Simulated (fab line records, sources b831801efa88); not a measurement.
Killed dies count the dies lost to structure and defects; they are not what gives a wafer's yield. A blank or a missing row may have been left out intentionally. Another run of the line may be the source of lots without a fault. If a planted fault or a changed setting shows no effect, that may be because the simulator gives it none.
The tool behind it: which one? | flow sfq-line | at 1 step of a route of 325, 14 lots with 42 wafers sampled

WHAT THE GAUGES READ, wafer by wafer
The record lacks any reading of a measuring or inspecting step that a usual standard deviation could be used to judge.

WHICH TOOL RAN EACH LOT (tool, then ch and the chambers of the sampled wafers, then the start)
lot  | SFQ_TRILAYER_I5_LITHO_PEB_147
L737 | litho-track-02 ch 0, day 69 10:03
L738 | litho-track-02 ch 0, day 69 13:35
L739 | litho-track-02 ch 0, day 69 14:47
L740 | litho-track-04 ch 0, day 69 15:59
L741 | litho-track-02 ch 0, day 69 18:23
L742 | litho-track-01 ch 0, day 69 19:36
L743 | litho-track-02 ch 0, day 69 20:47
L745 | litho-track-02 ch 0, day 70 16:37
L747 | litho-track-01 ch 0, day 73 00:14
L750 | litho-track-01 ch 0, day 76 14:35
L752 | litho-track-01 ch 0, day 78 06:25
L753 | litho-track-04, day 78 07:37
L754 | litho-track-01, day 78 08:49
L760 | litho-track-04 ch 0, day 79 13:33
- SFQ_TRILAYER_I5_LITHO_PEB_147: peb time 60 s.

WHAT THE TOOLS THEMSELVES READ (means of the sampled wafers that have a number; where no wafer has one, the mark that the record gives instead)
SFQ_TRILAYER_I5_LITHO_PEB_147.
lot  | tool           | chill-plate-temp-C (C) | exhaust-pa (Pa)
L737 | litho-track-02 | 23.12                  | 45.2
L738 | litho-track-02 | 23.03                  | 45.7
L739 | litho-track-02 | 23.06                  | 45.6
L740 | litho-track-04 | 22.89                  | 44.1
L741 | litho-track-02 | 22.96                  | 45.8
L742 | litho-track-01 | 23.00                  | 46.0
L743 | litho-track-02 | 23.05                  | 44.7
L745 | litho-track-02 | 23.03                  | 45.2
L747 | litho-track-01 | 23.03                  | 45.4
L750 | litho-track-01 | 23.10                  | 44.2
L752 | litho-track-01 | 22.98                  | 44.9
L753 | litho-track-04 | -                      | -
L754 | litho-track-01 | -                      | -
L760 | litho-track-04 | 22.98                  | 45.3

THE ANSWER, worked out from the rows above alone
Rule: the usual values come from the lots themselves. Put in order of their means at a reading, lots are off if they are a third of the lots or fewer, leave a main group of 4 or more, and stand apart from it by a gap of 3 or more times the standard deviation of the main group's means; of several such gaps the widest counts. The tables above print the reading to a certain number of digits; a main group whose means all agree to those digits is not used. Also off: a lot with no number at a reading for which 4 or more lots have one. All remaining lots with rows at the step are treated as sound. The gauges are gone through in route order, then the tools' own readings, and for those a lot's mean is taken as printed above. At the first step where some lot is off, the reading lying furthest off is the one used; lots without a number count as furthest.
Off, at SFQ_TRILAYER_I5_LITHO_PEB_147 on chill-plate-temp-C: L753, L754. Without a number there: L753, L754. Main group: mean 23.02 C, sd 0.06.
A tool fits if, at that step or a process step before it, it ran every lot that is off, and no sound lot after the first of them. None of those tried fits.

WHAT WAS PUT IN BY THE SIMULATOR
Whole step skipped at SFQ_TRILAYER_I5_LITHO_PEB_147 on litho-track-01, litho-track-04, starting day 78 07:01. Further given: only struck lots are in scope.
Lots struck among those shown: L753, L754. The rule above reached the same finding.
